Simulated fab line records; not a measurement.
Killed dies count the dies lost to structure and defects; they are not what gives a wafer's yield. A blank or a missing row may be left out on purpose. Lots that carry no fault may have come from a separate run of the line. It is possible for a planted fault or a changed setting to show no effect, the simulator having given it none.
What tool caused it? | flow gf180mcu | 13 lots with 39 wafers sampled at 2 steps, on a route of 602 steps

== WHAT THE GAUGES READ, wafer by wafer ==
GF_STI_CD_MEAS_12 targets a cd of 220 nm.
lot  | measured    | on        | cd_nm (nm)
L482 | day 2 02:18 | cd_sem-01 | 218.8 219.0 218.9
L485 | day 2 17:23 | cd_sem-01 | 218.3 217.8 219.3
L486 | day 2 21:59 | cd_sem-02 | 220.1 221.3 221.5
L487 | day 3 02:50 | cd_sem-02 | 220.8 219.6 219.1
L488 | day 3 07:34 | cd_sem-02 | 220.2 220.2 220.6
L490 | day 3 18:37 | cd_sem-01 | 219.0 220.8 220.2
L493 | day 4 10:44 | cd_sem-02 | 214.2 213.8 213.7
L495 | day 5 00:50 | cd_sem-02 | 217.8 218.4 219.5
L496 | day 5 01:34 | cd_sem-01 | 221.3 221.8 219.7
L497 | day 5 06:56 | cd_sem-01 | 213.6 213.2 213.5
L500 | day 5 21:56 | cd_sem-02 | 221.2 221.2 221.7
L503 | day 6 14:19 | cd_sem-02 | 222.9 222.5 222.6
L505 | day 7 01:44 | cd_sem-01 | 220.9 220.3 221.1

== TOOL THAT RAN EACH LOT (tool first, then ch and the chambers of the sampled wafers, then the start) ==
lot  | GF_STI_PEB_10
L482 | litho_track-04 ch 0, day 2 01:59
L485 | litho_track-03 ch 0, day 2 17:02
L486 | litho_track-01 ch 0, day 2 21:40
L487 | litho_track-01 ch 0, day 3 02:31
L488 | litho_track-01 ch 0, day 3 07:13
L490 | litho_track-01 ch 0, day 3 18:16
L493 | litho_track-01 ch 0, day 4 10:25
L495 | litho_track-04 ch 0, day 5 00:29
L496 | litho_track-03 ch 0, day 5 01:13
L497 | litho_track-01 ch 0, day 5 06:37
L500 | litho_track-04 ch 0, day 5 21:35
L503 | litho_track-03 ch 0, day 6 13:58
L505 | litho_track-03 ch 0, day 7 01:23
- GF_STI_PEB_10: peb time 90 s.

== AS READ BY THE TOOLS THEMSELVES (means over the sampled wafers that have a number; for cases with no such wafer, the mark the record gives instead) ==
GF_STI_PEB_10.
lot  | tool           | heater_power_total_W (W) | plate_temp_C (C)
L482 | litho_track-04 | 85.62                    | 134.83
L485 | litho_track-03 | 85.68                    | 134.95
L486 | litho_track-01 | 85.69                    | 135.00
L487 | litho_track-01 | 85.63                    | 135.12
L488 | litho_track-01 | 85.68                    | 135.25
L490 | litho_track-01 | 85.62                    | 134.91
L493 | litho_track-01 | 87.99                    | 137.56
L495 | litho_track-04 | 85.70                    | 134.96
L496 | litho_track-03 | 85.66                    | 135.04
L497 | litho_track-01 | 87.98                    | 137.91
L500 | litho_track-04 | 85.77                    | 134.91
L503 | litho_track-03 | 85.66                    | 135.01
L505 | litho_track-03 | 85.65                    | 134.84

== THE ANSWER, worked out from the rows above alone ==
Rule: the usual values come from the lots themselves. Put in order of their means at a reading, lots are off if they are a third of the lots or fewer, leave a main group of 4 or more, and stand apart from it by a gap of 3 or more times the standard deviation of the main group's means; of several such gaps the widest counts. Not used: any main group whose means are identical at the precision the tables above print for the reading. Also off: a lot with no number at a reading for which 4 or more lots have one. Where the step has rows for the other lots, those lots are counted as sound. First the gauges in route order, then the tools' own readings, where a lot's mean is used as printed above. At the first step where some lot is off, the reading lying furthest off is the one used; lots without a number count as furthest.
Off: L493, L497, at GF_STI_CD_MEAS_12 (cd_nm). Main group: mean 220.3 nm, sd 1.2.
If a tool, at a process step before that reading, ran all the lots that are off and no sound lot after the first of them, it fits. Not tried: the gauges at GF_STI_CD_MEAS_12; whatever is off there is also off at GF_STI_PEB_10, on other tools, and gauge error can't account for it. One fits: litho_track-01 at GF_STI_PEB_10. Its last sound lot is L490 (day 3 18:16), its first lot that is off L493 (day 4 10:25): a fault that began between those two fits.
The tool's own readings at GF_STI_PEB_10 bear it out: on the lots that are off they differ by more than 5 times the standard deviation of the sound lots' means. heater_power_total_W reads 87.98 W there against 85.67 W on the sound lots; plate_temp_C reads 137.74 C there against 134.98 C on the sound lots.

== WHAT THE SIMULATOR HAD INSERTED ==
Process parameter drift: litho_track-01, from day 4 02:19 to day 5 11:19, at GF_STI_PEB_10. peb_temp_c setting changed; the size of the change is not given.
Struck lots among those shown: L493, L497. This agrees with what the rule above found.
